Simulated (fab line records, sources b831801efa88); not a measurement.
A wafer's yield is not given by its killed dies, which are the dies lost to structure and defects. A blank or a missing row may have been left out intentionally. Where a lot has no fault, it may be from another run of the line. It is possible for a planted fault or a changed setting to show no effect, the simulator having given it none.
Matching of chambers ; flow gf180mcu ; GF_HV_LDD_ETCHBACK_58 on rie-diel-01: 4 sister chambers
The step etches Si3N4 in CH3F/O2, stops on SiO2, time 100 s, target depth 90 nm. 22 wafers are shown with their chamber, then 11 later ones without.

== EACH WAFER AND ITS CHAMBER ==
wafer;chamber;drypump-motor-current-A (A);O2_flow_sccm (sccm);throttle-valve-pct (%)
L077.1;1;6.1;29.89;10.560
L077.3;3;5.6;29.94;10.551
L077.5;3;5.6;30.02;10.560
L079.1;0;5.8;29.95;10.585
L079.2;3;5.6;30.18;10.566
L079.3;1;6.1;29.88;10.562
L078.2;3;5.5;30.04;10.550
L078.5;3;5.6;30.00;10.560
L078.6;0;5.9;29.96;10.562
L080.2;2;6.4;30.15;10.548
L080.4;3;5.6;29.92;10.561
L080.5;0;6.0;30.04;10.550
L084.2;2;6.5;29.95;10.575
L084.3;3;5.6;29.94;10.566
L084.4;1;6.1;30.02;10.543
L085.1;2;6.5;29.91;10.553
L085.2;3;5.6;30.15;10.557
L085.6;3;5.6;30.15;10.562
L089.3;2;6.5;29.92;10.565
L089.4;3;5.6;29.97;10.555
L089.6;3;5.6;30.07;10.561
L090.2;2;6.4;30.02;10.557

SIGNATURES (averages over the wafers above)
reading;chamber 0;chamber 1;chamber 2;chamber 3;scatter within a chamber
drypump-motor-current-A;5.900;6.100;6.460;5.591;0.0478
O2_flow_sccm;29.9833;29.9300;29.9900;30.0345;0.0889
throttle-valve-pct;10.56567;10.55500;10.55960;10.55900;0.00938
Rule: a wafer lies at a distance from a chamber equal to the root of the sum of squares, over the readings, of (its reading less the chamber's mean, divided by the reading's scatter). If the next closest chamber is less than 2 further off than the closest, the wafer can't be placed; otherwise it belongs to the closest. How the scatter is found: for the shown wafers, subtract from each reading the mean of its chamber, square and add these, divide the total by (wafers less chambers), then take the root.

== WAFERS WHOSE CHAMBER IS MISSING ==
wafer;drypump-motor-current-A (A);O2_flow_sccm (sccm);throttle-valve-pct (%)
L090.3;5.6;29.94;10.562
L090.4;6.1;29.98;10.563
L091.1;6.1;30.02;10.548
L091.4;6.5;30.06;10.568
L091.6;5.9;30.15;10.559
L096.3;5.9;30.15;10.561
L096.4;5.6;29.93;10.555
L096.5;5.9;30.04;10.570
L097.1;5.9;29.98;10.546
L097.3;6.1;29.91;10.572
L097.4;6.5;30.01;10.570

== WHICH CHAMBER EACH ONE RAN IN ==
wafer;from the rows above;in truth
L090.3;3;3
L090.4;1;1
L091.1;1;1
L091.4;2;2
L091.6;0;0
L096.3;0;0
L096.4;3;3
L096.5;0;0
L097.1;0;0
L097.3;1;1
L097.4;2;2
Correct placement for 11 of the 11. From these rows, 0 cannot be placed. 0 placed wrongly.
